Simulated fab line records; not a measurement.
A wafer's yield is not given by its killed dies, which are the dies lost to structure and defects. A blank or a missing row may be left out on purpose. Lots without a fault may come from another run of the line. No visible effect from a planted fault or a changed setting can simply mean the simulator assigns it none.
What tool caused it?    flow gf180mcu    13 lots, 39 wafers sampled, at 4 steps of a route of 602

== WHAT EACH GAUGE READ, for each wafer ==
GF_VT_IMPLANT_TW_MEAS_10.
lot   measured      on             VT_IMPLANT_TW
L611  day 5 17:26   film_metro-02  564 566 567
L612  day 6 00:18   film_metro-04  577 570 570
L613  day 6 02:17   film_metro-01  574 573 572
L615  day 6 17:16   film_metro-02  567 569 570
L616  day 6 19:07   film_metro-04  571 571 574
L617  day 7 04:10   film_metro-01  575 576 572
L618  day 7 10:14   film_metro-01  576 576 573
L619  day 7 16:12   film_metro-04  568 570 569
L620  day 7 22:41   film_metro-01  577 574 574
L623  day 8 18:57   film_metro-02  574 574 572
L624  day 8 22:01   film_metro-02  577 576 575
L633  day 11 15:25  film_metro-04  566 567 568
L634  day 11 20:50  film_metro-01  569 570 572

GF_HV_LDD_OVL_MEAS_20.
lot   measured      on          HV_LDD_01_OVL (nm)
L611  day 10 21:29  overlay-02  -2.0 -0.6 -2.1
L612  day 11 06:15  overlay-02  -0.5 0.5 1.2
L613  day 11 07:14  overlay-01  0.8 1.2 1.7
L615  day 12 02:29  overlay-02  -0.2 1.5 0.4
L616  day 12 05:45  overlay-02  0.0 0.6 -0.9
L617  day 12 13:15  overlay-02  0.5 1.4 -0.2
L618  day 12 23:15  overlay-01  -0.2 1.0 1.2
L619  day 13 08:44  overlay-01  2.0 2.0 1.7
L620  day 13 13:16  overlay-02  -0.4 0.9 0.3
L623  day 14 15:21  overlay-02  0.4 0.3 1.7
L624  day 14 21:12  overlay-01  1.0 2.8 1.9
L633  day 18 02:50  overlay-01  -0.8 1.3 1.9
L634  day 18 11:59  overlay-02  -0.5 -0.5 -0.9

GF_M1_RS_MEAS_05: the measuring method here is four-point-probe.
lot   measured      on             M1_ALCU_RS (ohm/sq)
L611  day 16 07:32  film_metro-01  0.0717 0.0699 0.0696
L612  day 16 15:50  film_metro-04  0.0686 0.0686 0.0694
L613  day 16 20:13  film_metro-02  0.0700 0.0686 0.0684
L615  day 17 17:11  film_metro-01  0.0705 0.0697 0.0700
L616  day 17 20:58  film_metro-04  0.0694 0.0698 0.0686
L617  day 18 06:25  film_metro-02  0.0685 0.0689 0.0697
L618  day 18 18:39  film_metro-01  0.0702 0.0696 0.0695
L619  day 19 04:34  film_metro-01  0.0697 0.0710 0.0710
L620  day 19 09:32  film_metro-01  0.0693 0.0695 0.0688
L623  day 20 18:20  film_metro-01  0.0691 0.0704 0.0699
L624  day 21 01:25  film_metro-01  0.0690 0.0694 0.0693
L633  day 24 09:32  film_metro-04  0.0700 0.0685 0.0690
L634  day 24 17:25  film_metro-04  0.0700 0.0703 0.0700

== EACH LOT AND THE TOOL THAT RAN IT (in order: tool; ch and the chambers of the sampled wafers; start) ==
lot   GF_HV_LDD_STRIP_22
L611  plasma_asher-01 ch 0, day 10 21:40
L612  plasma_asher-04 ch 0,1, day 11 06:26
L613  plasma_asher-03 ch 1, day 11 07:25
L615  plasma_asher-03 ch 0,1, day 12 02:40
L616  plasma_asher-03 ch 0,1, day 12 05:56
L617  plasma_asher-01 ch 0,1, day 12 13:26
L618  plasma_asher-03 ch 0,1, day 12 23:26
L619  plasma_asher-01 ch 0,1, day 13 08:57
L620  plasma_asher-04 ch 0,1, day 13 13:28
L623  plasma_asher-03 ch 0,1, day 14 15:32
L624  plasma_asher-04 ch 0,1, day 14 21:23
L633  plasma_asher-04 ch 0,1, day 18 03:01
L634  plasma_asher-04 ch 0,1, day 18 12:10
- GF_HV_LDD_STRIP_22: strips in O2/N2.

== AS READ BY THE TOOLS THEMSELVES (means over the sampled wafers that have a number; for cases with no such wafer, the mark the record gives instead) ==
GF_HV_LDD_STRIP_22.
lot   tool             drypump_motor_current_A (A)  heater_power_w (W)  oes_product_au (a.u.)  strip_time_to_endpoint_s (s)
L611  plasma_asher-01  5.81                         343                 0.715                  12.608
L612  plasma_asher-04  5.64                         338                 0.716                  12.631
L613  plasma_asher-03  5.75                         335                 0.716                  12.613
L615  plasma_asher-03  5.86                         311                 0.715                  12.633
L616  plasma_asher-03  5.99                         291                 0.715                  12.631
L617  plasma_asher-01  5.83                         335                 0.719                  12.637
L618  plasma_asher-03  5.98                         289                 0.716                  12.647
L619  plasma_asher-01  5.85                         335                 0.716                  12.611
L620  plasma_asher-04  5.65                         334                 0.714                  12.653
L623  plasma_asher-03  5.88                         304                 0.714                  12.624
L624  plasma_asher-04  5.96                         328                 0.899                  -
L633  plasma_asher-04  5.95                         319                 0.713                  12.656
L634  plasma_asher-04  5.65                         335                 0.713                  12.656

== THE ANSWER, worked out from the rows above alone ==
Rule: the lots themselves supply what counts as usual. The widest of any qualifying gaps counts: lots, ordered by their means at a reading, are off when they make up no more than a third of the lots, leave a main group of 4 or more, and stand apart from it by 3 or more times the standard deviation of that group's means. If all means in a main group match to the digits the tables above print for the reading, that group is not used. A lot without any number at a reading at which 4 lots or more have one is off too. All remaining lots with rows at the step are treated as sound. The gauges are gone through in route order, then the tools' own readings, and for those a lot's mean is taken as printed above. At the first step where some lot is off, the reading lying furthest off is the one used; lots without a number count as furthest.
Off: L624, at GF_HV_LDD_STRIP_22 (strip_time_to_endpoint_s). Without a number there: L624. The main group: mean 12.633 s, standard deviation 0.016.
If a tool, at that step or one of the process steps before it, ran each lot that is off and ran no sound lot following the first of them, it fits. No candidate that was tried fits.

== WHAT WAS PUT IN BY THE SIMULATOR ==
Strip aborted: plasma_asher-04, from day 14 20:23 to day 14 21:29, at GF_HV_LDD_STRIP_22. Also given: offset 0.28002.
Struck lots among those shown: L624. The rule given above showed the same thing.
